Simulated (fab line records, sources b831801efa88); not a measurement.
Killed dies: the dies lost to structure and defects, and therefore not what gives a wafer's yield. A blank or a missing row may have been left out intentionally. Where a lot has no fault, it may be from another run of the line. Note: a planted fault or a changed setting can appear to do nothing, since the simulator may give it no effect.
fab line records	flow sky130
[record] lots = 11	wafers = 33	lastDay = 50
route steps=708 shown CONTACT@407 METAL1@435 PAD_OPEN@708
lots with no fault: from the same line, run without faults
startH: hours from the record's first day to the start of the lot's first wafer shown	waitH: hours since the lot's step before	" repeats the value in the row above	L1.1+2: several wafers, shown together as one row	- no value, or no start given	* or withheld: withheld	< > ~ a bound
route shown NAME@n: names a module that has steps shown in the file, with the first one's number in the route	usual: average and standard deviation across the fault-free wafers	same: alike in all rows	chamber/n: place in a boat	sites: each site's reading	_std_site: the values' standard deviation	_edge_site: mean of outer sites minus mean of inner sites	radiusMm: for every site, how far away it sits from the centre of the wafer	mask NAME#n: copy n	behind: the tool/chamber that last shaped the wafer	hold: reason for holding the lot/hours on hold/outcome of the hold	device: transistor that didn't switch, given as n, p or np	end of line: tests run on the same wafers once the route is complete	where a step has no rows: the recipe by itself	killed: count of dies lost to structure and defects at first sort (not the wafer's yield)	map: a wafer's dies, marking killed ones x, the rest . and places with no die _
set.NAME: the setting as run; set.NAME@STEP: as run at that earlier step	model.NAME: the simulator's own value behind a step, which no gauge read
a sample of lots followed through the steps of the route, with each step as a table and each wafer as a row
services: when a tool's chamber went out of use (startH, in hours from the record's first day, below 0 if earlier), for how many hours, and the reason
[[steps]]
[step SKY_CONTACT_THK_MEAS_01]
[recipe] reads = Si3N4_of_CONTACT_CVD_00
[usual] CONTACT_CVD_00_THK = 74.6/1.1
lot.wafer	tool	chamber	startH	waitH	CONTACT_CVD_00_THK[nm]
L908.2	filmMetro-01	-	705.56	-	75.9
L908.3	"	-	"	"	74.6
L908.6	"	-	"	"	76.3
L909.1	filmMetro-01	-	707.00	-	75.1
L909.3	"	-	"	"	75.0
L909.4	"	-	"	"	76.3
L921.2	filmMetro-01	-	814.25	-	73.4
L921.5	"	-	"	"	75.8
L921.6	"	-	"	"	74.4
L920.1	filmMetro-01	-	815.30	-	74.6
L920.2	"	-	"	"	74.8
L920.3	"	-	"	"	74.3
L917.1	filmMetro-03	-	815.51	-	73.5
L917.3	"	-	"	"	73.4
L917.5	"	-	"	"	75.4
L922.1	filmMetro-02	-	815.62	-	73.7
L922.2	"	-	"	"	74.5
L922.4	"	-	"	"	74.8
L923.1	filmMetro-02	-	816.83	-	74.1
L923.2	"	-	"	"	72.9
L923.4	"	-	"	"	75.9
L924.2	filmMetro-02	-	830.88	-	75.1
L924.4	"	-	"	"	75.0
L924.6	"	-	"	"	73.4
L928.2	filmMetro-02	-	850.53	-	73.4
L928.4	"	-	"	"	73.3
L928.5	"	-	"	"	76.7
L929.1	filmMetro-02	-	856.94	-	75.1
L929.3	"	-	"	"	73.7
L929.5	"	-	"	"	75.2
L931.1	filmMetro-01	-	895.76	-	75.3
L931.3	"	-	"	"	72.6
L931.4	"	-	"	"	75.0
[step SKY_CONTACT_ETCH_17]
[recipe] target = SiO2	chemistry = C4F8/O2/Ar	stopOn = Si3N4	maskMaterial = KrF-thick	sourceW = 1500	biasW = 1200	pressureMtorr = 40	c4f8FlowSccm = withheld	O2_flow_sccm = 6	Ar_flow_sccm = 300	timeS = withheld	targetDepthA = 3400
[usual] biasW = 1200/3.5	chamberPressureMTorr = 40.01/0.036	oesProductAu = 0.891/0.0046
lot.wafer	tool	chamber	startH	waitH	biasW	chamberPressureMTorr	oesProductAu
L908.2	rieDiel-03	1	733.61	0.0	1197	40.05	0.883
L908.3	"	0	"	"	1197	39.95	0.882
L908.6	"	0	"	"	1203	40.03	0.894
L909.1	rieDiel-04	0	735.16	0.0	1199	40.01	0.891
L909.3	"	1	"	"	1199	40.02	0.886
L909.4	"	3	"	"	1203	40.04	0.901
L921.2	rieDiel-04	2	840.86	0.0	-	-	-
L921.5	"	1	"	"	-	-	-
L921.6	"	2	"	"	-	-	-
L920.1	rieDiel-02	3	841.95	0.0	-	-	-
L920.2	"	0	"	"	-	-	-
L920.3	"	1	"	"	-	-	-
L917.1	rieDiel-03	2	842.26	0.0	-	-	-
L917.3	"	0	"	"	-	-	-
L917.5	"	1	"	"	-	-	-
L922.1	rieDiel-04	2	842.61	0.0	1204	39.98	0.888
L922.2	"	1	"	"	1201	39.99	0.897
L922.4	"	3	"	"	1196	40.01	0.892
L923.1	rieDiel-02	2	843.20	0.0	1194	40.06	0.897
L923.2	"	0	"	"	1205	39.98	0.886
L923.4	"	3	"	"	1202	40.06	0.895
L924.2	rieDiel-03	2	857.60	0.0	1199	39.98	0.891
L924.4	"	1	"	"	1199	40.00	0.889
L924.6	"	0	"	"	1203	39.96	0.897
L928.2	rieDiel-03	3	876.96	0.0	1205	40.04	0.892
L928.4	"	0	"	"	1198	40.03	0.884
L928.5	"	3	"	"	1199	39.99	0.890
L929.1	rieDiel-03	3	883.21	0.0	1200	39.99	0.895
L929.3	"	0	"	"	1202	39.99	0.897
L929.5	"	0	"	"	1202	40.06	0.892
L931.1	rieDiel-02	1	921.76	0.0	1203	39.97	0.894
L931.3	"	0	"	"	1204	40.03	0.891
L931.4	"	3	"	"	1203	40.04	0.892
[step SKY_CONTACT_ETCH_18]
[recipe] target = Si3N4	chemistry = CHF3/O2	stopOn = TiN	sourceW = 600	biasW = 200	pressureMtorr = 40	chf3FlowSccm = 50	O2_flow_sccm = 5	timeS = 39	targetDepthA = 750
[usual] O2_flow_sccm = 5.000/0.014	biasW = 200.0/0.54	drypumpMotorCurrentA = 5.6/0.52	oesProductAu = 0.851/0.0088	throttleValvePct = 8.794/0.0097
lot.wafer	tool	chamber	startH	waitH	O2_flow_sccm	biasW	drypumpMotorCurrentA	oesProductAu	rfHoursCounterH	throttleValvePct
L908.2	rieDiel-03	1	-	-	4.962	199.2	5.2	0.860	10	8.796
L908.3	"	0	"	"	5.007	199.9	5.6	0.845	36	8.787
L908.6	"	0	"	"	5.000	200.3	5.6	0.865	-	8.786
L909.1	rieDiel-04	0	-	-	4.998	200.2	4.9	0.843	15	8.796
L909.3	"	1	"	"	4.998	200.2	5.6	0.851	5	8.798
L909.4	"	3	"	"	5.028	200.0	5.3	0.856	13	8.810
L921.2	rieDiel-04	2	-	-	5.010	200.7	6.4	0.381	16	8.668
L921.5	"	1	"	"	5.001	200.6	5.6	0.382	-	8.673
L921.6	"	2	"	"	5.017	200.0	6.4	0.377	-	8.683
L920.1	rieDiel-02	3	-	-	4.999	200.8	5.8	0.377	16	8.666
L920.2	"	0	"	"	4.986	199.4	6.6	0.373	11	8.684
L920.3	"	1	"	"	4.992	199.8	5.5	0.376	12	8.683
L917.1	rieDiel-03	2	-	-	4.999	200.1	5.8	0.370	14	8.670
L917.3	"	0	"	"	4.998	200.4	5.6	0.379	1	8.679
L917.5	"	1	"	"	4.946	199.6	5.2	0.368	-	8.673
L922.1	rieDiel-04	2	-	-	5.011	199.6	6.4	0.845	16	8.768
L922.2	"	1	"	"	4.993	200.8	5.6	0.842	9	8.785
L922.4	"	3	"	"	5.003	200.5	5.3	0.857	16	8.808
L923.1	rieDiel-02	2	-	-	5.036	199.7	4.8	0.849	16	8.799
L923.2	"	0	"	"	5.004	201.1	6.6	0.838	11	8.797
L923.4	"	3	"	"	5.023	201.1	5.8	0.866	16	8.777
L924.2	rieDiel-03	2	-	-	4.984	199.4	5.8	0.849	15	8.796
L924.4	"	1	"	"	4.999	200.3	5.2	0.854	-	8.788
L924.6	"	0	"	"	4.996	199.0	5.7	0.840	-	8.780
L928.2	rieDiel-03	3	-	-	4.989	200.1	6.1	0.848	1	8.779
L928.4	"	0	"	"	5.011	199.5	5.6	0.840	2	8.795
L928.5	"	3	"	"	4.983	200.3	6.2	0.873	-	8.800
L929.1	rieDiel-03	3	-	-	5.007	201.2	6.2	0.861	1	8.791
L929.3	"	0	"	"	5.012	200.1	5.6	0.847	2	8.793
L929.5	"	0	"	"	5.011	200.1	5.6	0.859	-	8.791
L931.1	rieDiel-02	1	-	-	5.020	199.9	5.5	0.866	14	8.795
L931.3	"	0	"	"	4.991	200.6	6.6	0.834	13	8.791
L931.4	"	3	"	"	4.997	199.0	5.8	0.845	18	8.800
[step SKY_CONTACT_STRIP_19]
[recipe] chemistry = O2/N2	powerW = 1400	pressureMtorr = 1500	platenTempC = withheld	o2FlowSccm = 3000	n2FlowSccm = 300	overashFraction = 0.5
[usual] drypumpMotorCurrentA = 5.6/0.42	oesProductAu = 0.381/0.0056	stripTimeToEndpointS = 3.63/0.045
[same] overashFraction = 0.5
lot.wafer	tool	chamber	startH	waitH	drypumpMotorCurrentA	oesProductAu	rfHoursCounterH	stripTimeToEndpointS
L908.2	plasmaAsher-03	1	733.70	-	5.3	0.379	95	3.60
L908.3	"	0	"	"	5.5	0.375	-	3.60
L908.6	"	0	"	"	5.5	0.387	-	3.63
L909.1	plasmaAsher-02	1	735.25	-	4.9	0.385	33	3.68
L909.3	"	0	"	"	5.5	0.378	-	3.62
L909.4	"	1	"	"	4.9	0.380	-	3.64
L921.2	plasmaAsher-04	1	840.95	-	6.2	0.407	106	4.39
L921.5	"	1	"	"	6.2	0.407	-	4.30
L921.6	"	0	"	"	5.9	0.427	-	4.41
L920.1	plasmaAsher-03	0	842.04	-	5.5	0.407	9	4.32
L920.2	"	1	"	"	5.3	0.404	9	4.30
L920.3	"	0	"	"	5.5	0.403	-	4.31
L917.1	plasmaAsher-02	0	842.35	-	5.5	0.415	44	4.34
L917.3	"	1	"	"	4.9	0.417	-	4.34
L917.5	"	1	"	"	4.9	0.411	-	4.32
L922.1	plasmaAsher-04	1	842.70	-	6.2	0.385	106	3.72
L922.2	"	0	"	"	5.9	0.379	106	3.62
L922.4	"	1	"	"	6.2	0.384	-	3.61
L923.1	plasmaAsher-02	1	843.29	-	5.0	0.372	44	3.57
L923.2	"	0	"	"	5.5	0.370	44	3.62
L923.4	"	0	"	"	5.5	0.386	-	3.67
L924.2	plasmaAsher-03	0	857.69	-	5.5	0.377	11	3.68
L924.4	"	0	"	"	5.5	0.380	-	3.63
L924.6	"	0	"	"	5.5	0.381	-	3.63
L928.2	plasmaAsher-04	0	877.05	-	5.9	0.375	110	3.55
L928.4	"	1	"	"	6.2	0.372	-	3.66
L928.5	"	1	"	"	6.2	0.381	-	3.56
L929.1	plasmaAsher-03	1	883.30	-	5.3	0.384	14	3.57
L929.3	"	0	"	"	5.6	0.385	-	3.62
L929.5	"	0	"	"	5.5	0.387	-	3.63
L931.1	plasmaAsher-04	1	921.85	-	6.2	0.381	114	3.62
L931.3	"	1	"	"	6.2	0.377	-	3.66
L931.4	"	0	"	"	5.9	0.385	-	3.68
[step SKY_CONTACT_SPUTTER_23]
[recipe] material = TiN	targetThkNm = 20	chamberPressurePa = 5	powerW = 4000	timeS = 80
[usual] throttleValvePct = 29.8/0.96
lot.wafer	tool	chamber	startH	waitH	throttleValvePct
L908.2	pvdSputter-02	-	734.33	0.0	28.9
L908.3	"	-	"	"	29.3
L908.6	"	-	"	"	28.7
L909.1	pvdSputter-01	-	735.88	0.0	29.6
L909.3	"	-	"	"	29.5
L909.4	"	-	"	"	31.8
L921.2	pvdSputter-01	-	841.55	0.0	31.8
L921.5	"	-	"	"	31.7
L921.6	"	-	"	"	29.7
L920.1	pvdSputter-02	-	842.63	0.0	28.9
L920.2	"	-	"	"	29.4
L920.3	"	-	"	"	29.4
L917.1	pvdSputter-04	-	842.97	0.0	31.1
L917.3	"	-	"	"	29.6
L917.5	"	-	"	"	31.0
L922.1	pvdSputter-01	-	843.29	0.0	29.8
L922.2	"	-	"	"	31.8
L922.4	"	-	"	"	29.9
L923.1	pvdSputter-02	-	843.88	0.0	28.0
L923.2	"	-	"	"	29.2
L923.4	"	-	"	"	29.4
L924.2	pvdSputter-02	-	858.34	0.0	29.3
L924.4	"	-	"	"	29.6
L924.6	"	-	"	"	29.4
L928.2	pvdSputter-02	-	877.77	0.0	28.2
L928.4	"	-	"	"	29.2
L928.5	"	-	"	"	29.2
L929.1	pvdSputter-04	-	884.24	0.0	31.4
L929.3	"	-	"	"	30.9
L929.5	"	-	"	"	29.7
L931.1	pvdSputter-01	-	922.45	0.0	29.8
L931.3	"	-	"	"	31.8
L931.4	"	-	"	"	29.6
[step SKY_METAL1_SPUTTER_01]
[recipe] material = TiN	targetThkNm = 20	powerW = 6500	timeS = 16.7	chamberPressurePa = 0.4
[usual] throttleValvePct = 30.4/0.89
lot.wafer	tool	chamber	startH	waitH	throttleValvePct
L908.2	pvdSputter-03	-	735.00	0.0	32.1
L908.3	"	-	"	"	29.3
L908.6	"	-	"	"	31.0
L909.1	pvdSputter-03	-	736.55	0.0	30.8
L909.3	"	-	"	"	31.2
L909.4	"	-	"	"	29.1
L922.1	pvdSputter-01	-	843.97	0.0	29.8
L922.2	"	-	"	"	32.0
L922.4	"	-	"	"	30.0
L923.1	pvdSputter-03	-	844.56	0.0	32.1
L923.2	"	-	"	"	29.3
L923.4	"	-	"	"	30.5
L924.2	pvdSputter-03	-	859.02	0.0	31.7
L924.4	"	-	"	"	29.0
L924.6	"	-	"	"	29.0
L928.2	pvdSputter-01	-	878.44	0.0	31.4
L928.4	"	-	"	"	29.6
L928.5	"	-	"	"	30.0
L929.1	pvdSputter-01	-	884.91	0.0	31.8
L929.3	"	-	"	"	29.6
L929.5	"	-	"	"	29.9
L931.1	pvdSputter-01	-	923.24	0.0	29.9
L931.3	"	-	"	"	31.9
L931.4	"	-	"	"	29.7
[step SKY_PAD_OPEN_PROBE_99]
[usual] killed_at_M0_to_M3 = 43/7.3	killed_at_M4_up = 3.5/2.2	killedAtContacts = 24/5.3	killedAtFrontEnd = 15/4.2	killedAtOther = 0.3/0.67	killedDies = 86/9.8	killedOnRim = 17/3.8	killedOpen = 47/7.2	killedShort = 39/6.5
[same] grossDies = 492	killedAtBackSide = 0
lot.wafer	tool	chamber	startH	waitH	killed_at_M0_to_M3	killed_at_M4_up	killedAtContacts	killedAtFrontEnd	killedAtOther	killedDies	killedOnRim	killedOpen	killedShort
L917.1	prober-01	-	1158.61	0.1	41	6	424	20	1	492	96	47	48
L917.3	prober-01	-	1158.71	0.2	35	6	439	12	0	492	96	54	33
L917.5	prober-01	-	1158.81	0.2	38	6	440	7	1	492	96	47	31
L921.2	prober-02	-	1158.66	0.1	32	1	443	16	0	492	96	38	29
L921.5	prober-02	-	1158.81	0.2	40	0	439	13	0	492	96	44	31
L921.6	prober-02	-	1158.86	0.2	45	4	430	13	0	492	96	37	41
L920.1	prober-02	-	1160.11	0.1	31	1	438	20	2	492	96	41	40
L920.2	prober-02	-	1160.16	0.1	47	3	426	16	0	492	96	35	45
L920.3	prober-02	-	1160.21	0.2	42	1	429	19	1	492	96	52	31
// killed by level:class
L917.1 CONTACT:areaEtch=397 LOCAL_INTERCONNECT:geometricParticle:short=9 METAL1:geometricParticle:short=9 VIA1:geometricParticle:open=9 VIA2:geometricParticle:open=8 POLY_GATE:geometricParticle:short=7 FIELD_ISO:geometricParticle:open=6 LI_CONTACT:geometricParticle:short=5
L921.2 CONTACT:areaEtch=425 LI_CONTACT:geometricParticle:open=8 METAL2:geometricParticle:short=5 VIA2:geometricParticle:open=5 METAL3:geometricParticle:short=5 VIA3:geometricParticle:open=5 VIA3:geometricParticle:short=5 FIELD_ISO:geometricParticle:open=4
L917.3 CONTACT:areaEtch=405 VIA1:geometricParticle:open=14 LI_CONTACT:geometricParticle:open=11 CONTACT:geometricParticle:open=10 LOCAL_INTERCONNECT:geometricParticle:short=6 METAL1:geometricParticle:short=5 VIA2:geometricParticle:open=5 POLY_GATE:geometricParticle:open=4
L917.5 CONTACT:areaEtch=414 LI_CONTACT:geometricParticle:open=11 VIA1:geometricParticle:open=9 CONTACT:geometricParticle:open=8 METAL1:geometricParticle:short=6 VIA2:geometricParticle:open=6 METAL2:geometricParticle:short=4 FIELD_ISO:geometricParticle:open=3
L921.5 CONTACT:areaEtch=417 VIA1:geometricParticle:open=10 LI_CONTACT:geometricParticle:open=8 VIA3:geometricParticle:open=8 POLY_GATE:geometricParticle:short=5 VIA2:geometricParticle:open=5 VIA3:geometricParticle:short=5 CONTACT:geometricParticle:open=4
L921.6 CONTACT:areaEtch=414 VIA3:geometricParticle:open=11 METAL2:geometricParticle:short=10 LI_CONTACT:geometricParticle:open=7 VIA3:geometricParticle:short=6 VIA2:geometricParticle:open=5 FIELD_ISO:geometricParticle:short=4 LOCAL_INTERCONNECT:geometricParticle:short=4
L920.1 CONTACT:areaEtch=411 CONTACT:geometricParticle:open=11 POLY_GATE:geometricParticle:open=7 VIA1:geometricParticle:open=7 FIELD_ISO:geometricParticle:short=5 CONTACT:geometricParticle:short=5 VIA1:geometricParticle:short=5 POLY_GATE:geometricParticle:short=4
L920.2 CONTACT:areaEtch=411 METAL2:geometricParticle:short=12 METAL1:geometricParticle:short=8 VIA1:geometricParticle:open=7 VIA3:geometricParticle:open=6 FIELD_ISO:geometricParticle:open=5 VIA3:geometricParticle:short=5 METAL1:geometricParticle:open=5
L920.3 CONTACT:areaEtch=409 LI_CONTACT:geometricParticle:open=9 VIA2:geometricParticle:open=9 FIELD_ISO:geometricParticle:open=8 VIA3:geometricParticle:open=6 CONTACT:geometricParticle:open=6 METAL1:geometricParticle:short=6 METAL2:geometricParticle:short=6
[[services]]
tool	chamber	startH	hours	kind
rieDiel-04	-	714.27	2.8	pm
rieDiel-02	1	715.12	1.6	repair
rieDiel-02	1	720.66	4.8	repair
plasmaAsher-03	-	733.80	9.0	pm
rieDiel-02	3	735.22	14.9	repair
rieDiel-02	-	742.64	0.2	repair
rieDiel-02	2	747.85	16.3	repair
rieDiel-03	1	760.77	16.6	repair
rieDiel-04	0	795.33	1.7	repair
pvdSputter-01	-	810.40	0.5	repair
pvdSputter-03	-	827.79	2.2	repair
plasmaAsher-03	-	833.43	8.4	repair
rieDiel-03	3	833.61	2.1	repair
pvdSputter-02	-	846.81	3.5	repair
plasmaAsher-04	-	847.56	7.3	repair
rieDiel-02	2	856.45	7.7	repair
rieDiel-02	1	871.51	3.8	repair
rieDiel-02	0	874.75	11.2	repair
pvdSputter-03	-	884.65	4.8	repair
rieDiel-04	-	885.99	0.4	repair
rieDiel-02	0	888.06	4.5	repair
pvdSputter-01	-	892.73	1.5	repair
plasmaAsher-04	-	899.29	0.5	repair
pvdSputter-01	-	909.74	6.6	repair
[[key]]
[firstSign] step = SKY_CONTACT_ETCH_17	reading = toolRecord	direction = missing
[effect] step = SKY_CONTACT_ETCH_18	reading = oesProductAu	direction = down	sigmas = 54	usual = 0.851	struck = 0.376
[effect] step = SKY_CONTACT_STRIP_19	reading = stripTimeToEndpointS	direction = up	sigmas = 16	usual = *	struck = *
[effect] step = SKY_PAD_OPEN_PROBE_99	reading = killedAtContacts	direction = up	sigmas = 77	usual = 24	struck = 434
[moreKillsBornAt] SKY_CONTACT_ETCH_17@rieDiel-04 = 1256	SKY_CONTACT_ETCH_17@rieDiel-02 = 1231	SKY_CONTACT_ETCH_17@rieDiel-03 = 1216
metAt SKY_CONTACT_ETCH_17
struckLots L917,L920,L921
laterRowsLeftOut L917.1,L917.3,L917.5,L920.1,L920.2,L920.3,L921.2,L921.5,L921.6
testerLeftOut L917,L920,L921
notActingAt SKY_CONTACT_THK_MEAS_01,SKY_CONTACT_SPUTTER_23,SKY_METAL1_SPUTTER_01
onsetBetween 735.16 840.86
[fault] kind = skippedStepWhole	tool = rieDiel-02,rieDiel-03,rieDiel-04	chamber = -	onsetH = 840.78	steps = SKY_CONTACT_ETCH_17	scope = struckLotsOnly
// testerLeftOut: of these lots the tester's yield and bins aren't shown, on N5 and GAA mostly nor the transistor test; their killed dies are dies lost to structure and defects alone, not to doping, threshold or leakage, so they don't give the yield
// laterRowsLeftOut: the simulator's readings of these wafers behind a module that went badly wrong aren't trusted and aren't shown, but for the sort
